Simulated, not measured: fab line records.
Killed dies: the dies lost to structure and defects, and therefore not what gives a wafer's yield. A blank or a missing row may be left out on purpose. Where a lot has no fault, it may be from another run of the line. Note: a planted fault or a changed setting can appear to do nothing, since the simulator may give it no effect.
Which of the tools did it? -- flow sky130 -- 11 lots with 33 wafers sampled at 3 steps, on a route of 708 steps

WHAT THE GAUGES READ, wafer by wafer
SKY_METAL3_OVL_MEAS_14. Usual: METAL3_OVL typically reads -4 nm, with standard deviation 5.6.
lot,measured,on,METAL3_OVL (nm),flag
L605,day 38 16:48,overlay-02,-15 -2 -7,
L607,day 39 10:58,overlay-02,-8 -2 -7,
L608,day 39 19:53,overlay-02,-9 -15 -12,
L609,day 39 19:58,overlay-02,-6 -6 -6,
L611,day 40 18:16,overlay-02,-11 -2 -9,
L613,day 41 05:17,overlay-02,-9 -7 -13,
L615,day 41 16:07,overlay-02,-10 -4 -7,
L620,day 43 08:43,overlay-02,-9 -6 -1,
L624,day 44 05:56,overlay-02,-14 -1 -5,
L627,day 45 08:04,overlay-01,-3 -9 -4,
L628,day 45 13:59,overlay-01,0 0 5,

WHAT TOOL EACH LOT RAN ON (gives the tool, then ch and the chambers of the sampled wafers, and finally the start)
lot,SKY_METAL3_SPUTTER_02,SKY_CAPM_METAL_ETCH_13
L605,"pvd_sputter-03, day 36 13:49","rie_metal-01 ch 1, day 37 14:53"
L607,"pvd_sputter-03, day 37 06:04","rie_metal-02 ch 0,1, day 38 08:32"
L608,"pvd_sputter-01, day 37 15:34","rie_metal-04 ch 0,1, day 38 17:32"
L609,"pvd_sputter-03, day 37 15:58","rie_metal-01 ch 0, day 38 17:50"
L611,"pvd_sputter-03, day 38 16:01","rie_metal-02 ch 0,1, day 39 16:44"
L613,"pvd_sputter-03, day 39 03:19","rie_metal-01 ch 0,1, day 40 03:39"
L615,"pvd_sputter-01, day 39 14:34","rie_metal-01 ch 0,1, day 40 15:05"
L620,"pvd_sputter-03, day 41 09:43","rie_metal-02 ch 0,1, day 42 08:58"
L624,"pvd_sputter-02, day 42 06:40","rie_metal-02 ch 0,1, day 43 06:20"
L627,"pvd_sputter-02, day 43 11:07","rie_metal-04 ch 0,1, day 44 09:20"
L628,"pvd_sputter-01, day 43 17:20","rie_metal-02 ch 0,1, day 44 15:30"
- SKY_METAL3_SPUTTER_02: material AlCu, target thk 735 nm, time 39.1 s.
- SKY_CAPM_METAL_ETCH_13: etches TiN in Cl2/BCl3, stops on SiO2, target depth 220 nm, time 62.9 s.

AS READ BY THE TOOLS THEMSELVES (means over the sampled wafers that have a number; for cases with no such wafer, the mark the record gives instead)
SKY_METAL3_SPUTTER_02. Usual: cathode_dc_power_W 10600 W, standard deviation 1.8; chamber_pressure_pa 0.4000 Pa, standard deviation 0.00084; throttle_valve_pct 30.0 %, standard deviation 1.4.
lot,tool,cathode_dc_power_W (W),chamber_pressure_pa (Pa),throttle_valve_pct (%),flag
L605,pvd_sputter-03,10600,0.4006,30.2,
L607,pvd_sputter-03,10600,0.4002,30.3,
L608,pvd_sputter-01,10600,0.4014,29.3,
L609,pvd_sputter-03,10599,0.3999,30.1,
L611,pvd_sputter-03,10599,0.4006,30.1,
L613,pvd_sputter-03,10600,0.3999,30.9,
L615,pvd_sputter-01,10599,0.3997,28.3,
L620,pvd_sputter-03,10599,0.4001,31.0,
L624,pvd_sputter-02,10601,0.4012,30.5,
L627,pvd_sputter-02,10601,0.4001,30.8,
L628,pvd_sputter-01,10601,0.3995,28.4,

SKY_CAPM_METAL_ETCH_13. Usual: drypump_motor_current_A 5.9 A, standard deviation 0.4; oes_product_au 0.942 a.u., standard deviation 0.0092; throttle_valve_pct 21.901 %, standard deviation 0.0086.
lot,tool,drypump_motor_current_A (A),oes_product_au (a.u.),throttle_valve_pct (%),flag
L605,rie_metal-01,5.6,0.946,21.900,
L607,rie_metal-02,5.7,0.944,21.904,
L608,rie_metal-04,6.0,0.947,21.898,
L609,rie_metal-01,6.1,0.936,21.911,
L611,rie_metal-02,5.7,0.949,21.900,
L613,rie_metal-01,5.8,0.930,21.905,
L615,rie_metal-01,5.9,0.939,21.899,
L620,rie_metal-02,5.8,0.934,21.903,
L624,rie_metal-02,5.6,0.937,21.905,
L627,rie_metal-04,6.4,0.933,21.905,
L628,rie_metal-02,5.7,0.939,21.902,

THE ANSWER, worked out from the rows above alone
Rule: a lot is off if the mean of its wafers that have a number lies more than 3 standard deviations from the usual mean. A lot without any number at a reading at which 4 lots or more have one is off too. Any other lot the step has rows for is counted as sound. The gauges are gone through in route order, then the tools' own readings, and for those a lot's mean is taken as printed above. The first step at which some lot is off is used, and at that step the reading that is off furthest; a lot without a number counts as furthest.
Nothing can be told from this: no lot is off at any reading shown.

WHAT THE SIMULATOR HAD INSERTED
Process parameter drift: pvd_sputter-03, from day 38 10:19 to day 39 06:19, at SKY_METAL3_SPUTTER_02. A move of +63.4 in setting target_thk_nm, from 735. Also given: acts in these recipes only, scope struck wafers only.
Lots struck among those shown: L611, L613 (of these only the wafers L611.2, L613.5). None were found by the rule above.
